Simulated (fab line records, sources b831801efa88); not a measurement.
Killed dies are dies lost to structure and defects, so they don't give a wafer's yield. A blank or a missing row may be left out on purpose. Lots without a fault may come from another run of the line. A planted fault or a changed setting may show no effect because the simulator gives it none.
Which tool did it? | flow gf180mcu | 11 lots, 33 wafers sampled, at 3 steps of a route of 602

WHAT THE GAUGES READ, wafer by wafer
GF_VT_IMPLANT_TW_MEAS_43.
lot  | measured     | on            | VT_IMPLANT_4_TW
L537 | day 7 10:31  | film_metro-03 | 697 698 702
L538 | day 7 19:01  | film_metro-03 | 695 696 696
L542 | day 9 01:56  | film_metro-03 | 695 698 700
L544 | day 9 15:55  | film_metro-04 | 32 32 32 32 32 32
L545 | day 10 00:06 | film_metro-03 | 694 698 693
L548 | day 10 13:40 | film_metro-03 | 698 695 696
L556 | day 12 21:53 | film_metro-03 | 697 695 696
L557 | day 13 05:08 | film_metro-03 | 704 702 699
L558 | day 13 12:46 | film_metro-04 | 691 687 693
L559 | day 13 17:06 | film_metro-01 | 698 697 696
L560 | day 14 05:49 | film_metro-03 | 698 703 696

WHICH TOOL RAN EACH LOT (tool, then ch and the chambers of the sampled wafers, then the start)
lot  | GF_VT_IMPLANT_STRIP_31               | GF_VT_IMPLANT_STRIP_42
L537 | plasma_asher-01 ch 0,1, day 6 18:08  | plasma_asher-02 ch 0,1, day 7 10:25
L538 | plasma_asher-01 ch 0,1, day 7 02:45  | plasma_asher-02 ch 0,1, day 7 18:56
L542 | plasma_asher-02 ch 0,1, day 8 08:45  | plasma_asher-04 ch 0,1, day 9 01:50
L544 | plasma_asher-01 ch 0,1, day 8 22:03  | plasma_asher-04 ch 0,1, day 9 15:49
L545 | plasma_asher-02 ch 0,1, day 9 06:07  | plasma_asher-02 ch 0, day 10 00:00
L548 | plasma_asher-04 ch 0,1, day 9 19:26  | plasma_asher-04 ch 0,1, day 10 13:33
L556 | plasma_asher-01 ch 0,1, day 12 02:20 | plasma_asher-02 ch 0,1, day 12 21:46
L557 | plasma_asher-04 ch 0,1, day 12 09:35 | plasma_asher-02 ch 0,1, day 13 05:02
L558 | plasma_asher-02 ch 0,1, day 12 17:03 | plasma_asher-04 ch 0,1, day 13 12:39
L559 | plasma_asher-01 ch 0,1, day 12 20:34 | plasma_asher-04 ch 0,1, day 13 17:00
L560 | plasma_asher-01 ch 0,1, day 13 09:13 | plasma_asher-02 ch 0,1, day 14 05:43
- GF_VT_IMPLANT_STRIP_31: strips in O2/N2.
- GF_VT_IMPLANT_STRIP_42: strips in O2/N2.

THE ANSWER, worked out from the rows above alone
Rule: what is usual is taken from the lots themselves. Put in order of their means at a reading, lots are off if they are a third of the lots or fewer, leave a main group of 4 or more, and stand apart from it by a gap of 3 or more times the standard deviation of the main group's means; of several such gaps the widest counts. A main group whose means are all the same, to the digits that the tables above print for the reading, isn't used. A lot without any number at a reading at which 4 lots or more have one is off too. The other lots that the step has rows for count as sound.
Off: L544, at GF_VT_IMPLANT_TW_MEAS_43 (VT_IMPLANT_4_TW). The main group: mean 697, standard deviation 2.9.
A tool fits if, at a process step before that reading, it ran every lot that is off, and no sound lot after the first of them. The gauges at GF_VT_IMPLANT_TW_MEAS_43 are tried like those tools. None of those tried fits.

WHAT THE SIMULATOR HAD PUT IN
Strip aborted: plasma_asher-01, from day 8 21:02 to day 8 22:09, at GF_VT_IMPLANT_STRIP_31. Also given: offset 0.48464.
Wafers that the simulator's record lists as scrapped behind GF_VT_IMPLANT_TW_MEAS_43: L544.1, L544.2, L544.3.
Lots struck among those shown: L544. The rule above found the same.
